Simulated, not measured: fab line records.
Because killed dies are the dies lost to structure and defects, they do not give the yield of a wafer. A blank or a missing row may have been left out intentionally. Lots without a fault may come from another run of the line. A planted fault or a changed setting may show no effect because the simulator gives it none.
Comparing a struck lot with a sound one ; flow sfqLine ; 42 steps out of a route of 325
Sound: the wafers L772.2, L772.5, L772.6. Struck: wafers L786.2, L786.3 (left out: L786.1, a lot-mate that was not struck); the cause follows at the end.
At each step with rows: each side's tool, then ch and its chambers, then its first start. Under that, the readings that differ: sound wafers ; struck wafers ; difference of the means ; sigmas: that difference in standard deviations of wafers without a fault.
alike: readings with means less than 2 such deviations apart, plus words and numbers identical on both sides. not compared: withheld readings, readings lacking a value on some wafer, bounds such as >300 that could conceal the same value, and numbers that have no deviation in the record and whose values overlap.
The two part at a step that has a row with sigmas, a row that says differs or no value, or rows on one side only. When numbers do not overlap yet have no deviation, they are printed without sigmas and do not part them. A reading that every wafer of one side lacks parts them only if that side has two wafers or more.

first, 6 steps without rows for these wafers: SFQ_TRILAYER_I4_VIA_LITHO_COAT_108 (resist thk 62 nm); SFQ_TRILAYER_I4_VIA_LITHO_COAT_103 (resist thk 650 nm); SFQ_TRILAYER_I4_VIA_LITHO_SOFTBAKE_107; SFQ_TRILAYER_I4_VIA_LITHO_EXPOSE_104 (exposes mask I4, target cd 700 nm); SFQ_TRILAYER_I4_VIA_LITHO_PEB_106 (peb time 60 s); SFQ_TRILAYER_I4_VIA_LITHO_DEVELOP_105 (time 60 s).
SFQ_I4_OVL_MEAS_928:
  struck on overlay-02, day 55 06:10; sound on overlay-01, day 50 05:56
  alike: I4_OVL
then, 1 step without rows for these wafers: SFQ_TRILAYER_I4_VIA_BARC_OPEN_VIA_ETCH_146 (etches BARC in O2, target depth 125 nm, time 41.7 s).
SFQ_TRILAYER_I4_VIA_ETCH_VIA_ETCH_106: etches SiO2 in CHF3, stops on Nb, target depth 260 nm.
  sound on rieDiel-03 ch 0,2,3, day 50 06:00; struck on rieDiel-04 ch 0,3, day 55 06:14
  alike: drypumpMotorCurrentA, oesProductAu
SFQ_TRILAYER_I4_VIA_STRIP_STRIP_107: strips in O2.
  sound on rieMetal-03 ch 0,1, day 50 06:07; struck on rieMetal-02 ch 0, day 55 06:21
  alike: drypumpMotorCurrentA, oesProductAu
  not compared: rfHoursCounterH
then, 2 steps without rows for these wafers: SFQ_TRILAYER_I4_VIA_STRIP_SOLV_CLEAN_108 (cleans in NMP, time 600 s); SFQ_TRILAYER_JJ_TRILAYER_DEP_PRE_CLEAN_113 (time 22.5 s).
SFQ_TRILAYER_JJ_TRILAYER_DEP_SPUTTER_109: material Nb, target thk 150 nm, time 100 s.
  struck on pvdSputter-04, day 55 07:10; sound on pvdSputter-04, day 50 06:55
reading;sound;struck;difference;sigmas
model.Nb_of_TRILAYER_JJ_TRILAYER_DEP_SPUTTER_109.thkNm (nm);146.8 148.4 147.2;204.9 205.9;+57.9;
  alike: throttleValvePct
SFQ_TRILAYER_JJ_TRILAYER_DEP_SPUTTER_110: material Al, target thk 8 nm, time 10 s.
  struck on pvdSputter-04, day 55 07:14; sound on pvdSputter-04, day 50 06:59
  alike: throttleValvePct
then, 2 steps without rows for these wafers: SFQ_TRILAYER_JJ_TRILAYER_DEP_AL_OXIDATION_111 (oxidation time 600 s); SFQ_TRILAYER_JJ_TRILAYER_DEP_SPUTTER_112 (material Nb, target thk 170 nm, time 113.3 s).
SFQ_JJ_RS_MEAS_929: uses a four-point probe to measure.
  struck on filmMetro-02, day 55 08:20; sound on filmMetro-02, day 50 08:07
  alike: JJ_NB_RS
then, 6 steps without rows for these wafers: SFQ_TRILAYER_JJ_CE_LITHO_COAT_119 (resist thk 62 nm); SFQ_TRILAYER_JJ_CE_LITHO_COAT_114 (resist thk 600 nm); SFQ_TRILAYER_JJ_CE_LITHO_SOFTBAKE_118; SFQ_TRILAYER_JJ_CE_LITHO_EXPOSE_115 (exposes mask J5, target cd 700 nm); SFQ_TRILAYER_JJ_CE_LITHO_PEB_117 (peb time 60 s); SFQ_TRILAYER_JJ_CE_LITHO_DEVELOP_116 (time 60 s).
-- the record jumps here: 4 days lie between the struck wafers' starts before and after --
SFQ_JJ_OVL_MEAS_931:
  struck on overlay-02, day 59 11:16; sound on overlay-02, day 55 23:36
  alike: J5_OVL
next, for these wafers, 1 step has no rows: SFQ_TRILAYER_JJ_CE_METRO_MEASURE_117.
SFQ_TRILAYER_JJ_CE_BARC_OPEN_RIE_150: chemistry O2, target BARC, target depth 240 nm, time 80 s.
  sound on rieMetal-04 ch 0,1, day 56 00:50; struck on rieMetal-01 ch 0,1, day 59 12:30
  alike: drypumpMotorCurrentA, oesProductAu
  not compared: rfHoursCounterH
then, 10 steps without rows for these wafers: SFQ_TRILAYER_JJ_CE_ETCH_RIE_118 (chemistry SF6, target Nb, stops on Al2O3, time 97.7 s, target depth 170 nm); SFQ_TRILAYER_JJ_ANODIZE_ANODIZE_119; SFQ_TRILAYER_JJ_CE_STRIP_STRIP_120 (strips in O2); SFQ_TRILAYER_JJ_CE_STRIP_SOLV_CLEAN_121 (cleans in NMP, time 600 s); SFQ_TRILAYER_M5_LITHO_COAT_128 (resist thk 62 nm); SFQ_TRILAYER_M5_LITHO_COAT_123 (resist thk 600 nm); SFQ_TRILAYER_M5_LITHO_SOFTBAKE_127; SFQ_TRILAYER_M5_LITHO_EXPOSE_124 (exposes mask M5, target cd 700 nm); SFQ_TRILAYER_M5_LITHO_PEB_126 (peb time 60 s); SFQ_TRILAYER_M5_LITHO_DEVELOP_125 (time 60 s).
-- the record jumps here: 5 days lie between the struck wafers' starts before and after --
SFQ_M5_OVL_MEAS_932:
  struck on overlay-01, day 64 16:15; sound on overlay-01, day 60 07:53
  alike: M5_OVL
SFQ_TRILAYER_M5_BARC_OPEN_METAL_ETCH_161: etches BARC in O2, target depth 125 nm, time 41.7 s.
  sound on rieMetal-03 ch 0,1, day 60 07:55; struck on rieMetal-03 ch 1, day 64 16:17
  alike: drypumpMotorCurrentA, oesProductAu
  not compared: rfHoursCounterH
SFQ_TRILAYER_M5_ETCH_METAL_ETCH_126: etches Nb in Cl2/BCl3, stops on SiO2, time 203.2 s, target depth 265 nm.
  sound on rieMetal-03 ch 0,1, day 60 07:59; struck on rieMetal-03 ch 1, day 64 16:21
reading;sound;struck;difference;sigmas
oesProductAu (a.u.);0.721 0.727 0.730;0.855 0.863;+0.133;+22
model.etch.depthNm (nm);146.8 148.4 147.2;204.9 205.9;+57.9;
model.M5.featureDepthNm (nm);159.3 161 159.2;217.6 218.6;+58.3;
  alike: drypumpMotorCurrentA
  not compared: rfHoursCounterH
then, 2 steps without rows for these wafers: SFQ_TRILAYER_M5_STRIP_STRIP_127 (strips in O2); SFQ_TRILAYER_M5_STRIP_SOLV_CLEAN_128 (cleans in NMP, time 600 s).
-- the record jumps here: 27 days lie between the struck wafers' starts before and after --
SFQ_M8_BOW_MEAS_951:
  struck on filmMetro-01, day 92 01:50; sound on filmMetro-04, day 86 11:40
reading;sound;struck;difference;sigmas
M8_BOW (um);3 -1 -13;20 25;+26;+2
model.etest.m5.ohmUm;1.733 1.721 1.713;1.244 1.239;-0.481;
model.etest.i4.linkOhm;2.192 2.181 2.19;1.828 1.809;-0.369;
model.etest.i5.linkOhm;2.292 2.269 2.284;1.932 1.972;-0.330;
model.etest.m5.ohmSq;1.214 1.201 1.211;0.8696 0.8654;-0.3412;

## WHERE THEY PART
First at SFQ_TRILAYER_M5_ETCH_METAL_ETCH_126; last, within this record, at SFQ_M8_BOW_MEAS_951.

WHY: whatever the simulator had introduced
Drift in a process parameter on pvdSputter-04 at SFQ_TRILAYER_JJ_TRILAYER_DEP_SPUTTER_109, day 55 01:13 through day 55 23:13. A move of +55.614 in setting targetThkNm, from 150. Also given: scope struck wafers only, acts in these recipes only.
